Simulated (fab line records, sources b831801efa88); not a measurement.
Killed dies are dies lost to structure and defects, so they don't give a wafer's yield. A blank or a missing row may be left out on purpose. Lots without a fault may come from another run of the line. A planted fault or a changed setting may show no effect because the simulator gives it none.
Which tool did it? | flow gf180mcu | 12 lots, 36 wafers sampled, at 5 steps of a route of 602

WHAT THE GAUGES READ, wafer by wafer
GF_V4_THK_MEAS_03.
lot  | measured     | on            | V4_CVD_02_THK (nm)
L075 | day 23 17:08 | film_metro-04 | 860 861 857
L077 | day 24 16:02 | film_metro-04 | 855 866 850
L079 | day 25 08:05 | film_metro-01 | 849 849 855
L081 | day 25 20:16 | film_metro-02 | 854 845 857
L083 | day 26 10:27 | film_metro-02 | 826 841 849
L085 | day 27 01:05 | film_metro-04 | 850 870 843
L087 | day 27 21:13 | film_metro-02 | 842 845 869
L089 | day 28 15:32 | film_metro-02 | 843 856 856
L091 | day 29 00:34 | film_metro-02 | 837 845 848
L093 | day 29 19:23 | film_metro-04 | 841 853 838
L096 | day 30 10:12 | film_metro-04 | 829 824 852
L097 | day 30 12:43 | film_metro-01 | 853 843 861

WHICH TOOL RAN EACH LOT (tool, then ch and the chambers of the sampled wafers, then the start)
lot  | GF_V1_CVD_23                  | GF_V2_ETCH_17                                 | GF_V3_CMP_26                  | GF_M4_SPUTTER_02
L075 | cvd_w-01 ch 0,1, day 18 10:44 | rie_diel-02 ch 0,1,3, day 22 16:50 or earlier | cmp-02 ch 0,2,3, day 22 16:50 | pvd_sputter-01, day 22 17:16
L077 | cvd_w-01 ch 0,1, day 19 09:36 | rie_diel-04 ch 0,1,2, day 23 16:26 or earlier | cmp-01 ch 2,3, day 23 16:26   | pvd_sputter-01, day 23 16:52
L079 | cvd_w-02 ch 0,1, day 20 05:00 | rie_diel-04 ch 0,2,3, day 24 08:44 or earlier | cmp-01 ch 0,1, day 24 08:44   | pvd_sputter-04, day 24 09:10
L081 | cvd_w-01 ch 0,1, day 20 19:37 | rie_diel-04 ch 0,1,3, day 24 21:10 or earlier | cmp-02 ch 0,1,2, day 24 21:10 | pvd_sputter-04, day 24 21:32
L083 | cvd_w-02 ch 0,1, day 21 11:34 | rie_diel-04 ch 0,1,3, day 25 11:20 or earlier | cmp-01 ch 0,2,3, day 25 11:20 | pvd_sputter-01, day 25 11:43
L085 | cvd_w-02 ch 0,1, day 22 04:09 | rie_diel-03 ch 2,3, day 26 02:44 or earlier   | cmp-01 ch 0,1,3, day 26 02:44 | pvd_sputter-04, day 26 03:10
L087 | cvd_w-01 ch 0,1, day 23 03:37 | rie_diel-04 ch 0,1,2, day 26 23:34 or earlier | cmp-01 ch 0,1,2, day 26 23:34 | pvd_sputter-04, day 26 23:59
L089 | cvd_w-01 ch 0,1, day 24 00:29 | rie_diel-04 ch 2,3, day 27 18:34 or earlier   | cmp-02 ch 1,3, day 27 18:34   | pvd_sputter-01, day 27 18:56
L091 | cvd_w-02 ch 0,1, day 24 09:19 | rie_diel-04 ch 0,1,3, day 28 03:44 or earlier | cmp-02 ch 1,2,3, day 28 03:44 | pvd_sputter-04, day 28 04:04
L093 | cvd_w-01 ch 0, day 25 07:41   | rie_diel-03 ch 1,3, day 28 22:37 or earlier   | cmp-01 ch 0,2, day 28 22:37   | pvd_sputter-01, day 28 23:02
L096 | cvd_w-01 ch 0,1, day 26 01:05 | rie_diel-04 ch 0,2,3, day 29 14:32 or earlier | cmp-01 ch 1,2,3, day 29 14:32 | pvd_sputter-04, day 29 14:52
L097 | cvd_w-02 ch 0,1, day 26 02:47 | rie_diel-03 ch 1,2, day 29 17:12 or earlier   | cmp-02 ch 0,2, day 29 17:12   | pvd_sputter-01, day 29 17:38
- GF_V1_CVD_23: deposits W, target thk 350 nm, time 105.05 s.
- GF_V2_ETCH_17: etches SiO2 in C4F8/O2/Ar, stops on TiN, target depth 630 nm.
- GF_V3_CMP_26: polishes, stops on SiO2, t overpolish 15 s, target thk 0 nm.
- GF_M4_SPUTTER_02: material AlCu, target thk 450 nm, time 23.9 s.

THE ANSWER, worked out from the rows above alone
Rule: what is usual is taken from the lots themselves. Put in order of their means at a reading, lots are off if they are a third of the lots or fewer, leave a main group of 4 or more, and stand apart from it by a gap of 3 or more times the standard deviation of the main group's means; of several such gaps the widest counts. A main group whose means are all the same, to the digits that the tables above print for the reading, isn't used. A lot without any number at a reading at which 4 lots or more have one is off too. The other lots that the step has rows for count as sound.
No lot is off at any reading shown: from this, nothing can be told.

WHAT THE SIMULATOR HAD PUT IN
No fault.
